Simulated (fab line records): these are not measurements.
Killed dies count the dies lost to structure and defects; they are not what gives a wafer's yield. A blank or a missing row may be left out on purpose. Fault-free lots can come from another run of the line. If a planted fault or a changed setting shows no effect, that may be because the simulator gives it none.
Struck lot and sound lot, side by side || flow sky130 || 15 steps out of a route of 708
Sound: wafers L897.2, L897.4, L897.6. The struck wafers were L905.2, L905.4, L905.6. At the end, the cause is stated.
At each step with rows: each side's tool, then ch and its chambers, then its first start. Under that, the readings that differ: sound wafers || struck wafers || difference of the means || sigmas: that difference in standard deviations of wafers without a fault.
alike: words and numbers the same on both sides, and readings whose means are apart by under 2 such deviations; not compared: readings that were withheld, readings missing a value for some wafer, numbers with overlapping values and no deviation given by the record, and bounds like >300 which may hide the same value.
A row with sigmas, a row that says differs or no value, or rows on one side alone: a step with any of these is where the two part. When numbers do not overlap yet have no deviation, they are printed without sigmas and do not part them. Lack of a reading on every wafer of one side parts them only where that side has two or more wafers.

SKY_METAL2_STRIP_20: strips in O2/N2.
  sound on plasma_asher-02 ch 0,1, day 38 02:46; struck on plasma_asher-03 ch 0,1, day 40 15:40
  alike: drypump_motor_current_A, oes_product_au, strip_time_to_endpoint_s
  not compared: rf_hours_counter_h
then, 4 steps without rows for these wafers: SKY_METAL2_STRIP_21 (strips in post etch residue remover, time 1200 s); SKY_METAL2_CLEAN_22 (cleans in IPA, time 180 s); SKY_METAL2_CLEAN_23 (cleans in O3/DIW); SKY_VIA2_HDPCVD_00 (deposits SiO2, target thk 1180 nm, time 196.7 s).
SKY_VIA2_THK_MEAS_01:
  sound: film_metro-01 at day 38 03:37; struck: film_metro-02 at day 40 16:24
  alike: VIA2_HDPCVD_THK
SKY_VIA2_CMP_02: polishes SiO2.
  sound on cmp-01 ch 1,2,3, day 38 03:43; struck on cmp-01 ch 1,3, day 40 16:36
  alike: motor_current_A, platen_rpm
SKY_VIA2_BOW_MEAS_03:
  sound: film_metro-02 at day 38 03:59; struck: film_metro-02 at day 40 16:52
  alike: VIA2_BOW
then, 4 steps without rows for these wafers: SKY_VIA2_DEHYDRATE_04 (time 60 s); SKY_VIA2_HMDS_05 (prime time 60 s); SKY_VIA2_COAT_06 (resist thk 60 nm); SKY_VIA2_COAT_07 (resist thk 450 nm).
SKY_VIA2_SOFTBAKE_08: time 90 s.
  sound on litho_track-01 ch 0, day 38 16:00; struck on litho_track-01 ch 0, day 41 04:00
{"reading": "heater_power_total_W (W)", "sound": "57.40 57.27 57.27", "struck": "59.49 59.40 59.65", "difference": "+2.20", "sigmas": "+18"}
{"reading": "plate_temp_C (C)", "sound": "100.02 100.02 99.98", "struck": "- - -", "difference": "no value on the struck wafers", "sigmas": ""}
{"reading": "run_length_s (s)", "sound": "119.23 119.25 119.15", "struck": "108.86 109.08 108.78", "difference": -10.30, "sigmas": -52}
  alike: exhaust_pa
then, 1 step without rows for these wafers: SKY_VIA2_EXPOSE_09 (exposes mask VIM2, target cd 200 nm).
-- the record jumps here: 9 days lie between the struck wafers' starts before and after (it left off in module VIA2 and takes up again in module PAD_OPEN, whose first step shown is number 708 of the route) --
SKY_PAD_OPEN_PROBE_99:
  only the struck wafers here have rows in the record (prober-01, day 50 02:14); the sound ones have none

WHERE THEY PART
At SKY_VIA2_SOFTBAKE_08 first; at SKY_PAD_OPEN_PROBE_99 last (within this record only).

WHY: what the simulator had put in
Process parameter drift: litho_track-01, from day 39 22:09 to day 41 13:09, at SKY_VIA2_SOFTBAKE_08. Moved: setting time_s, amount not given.
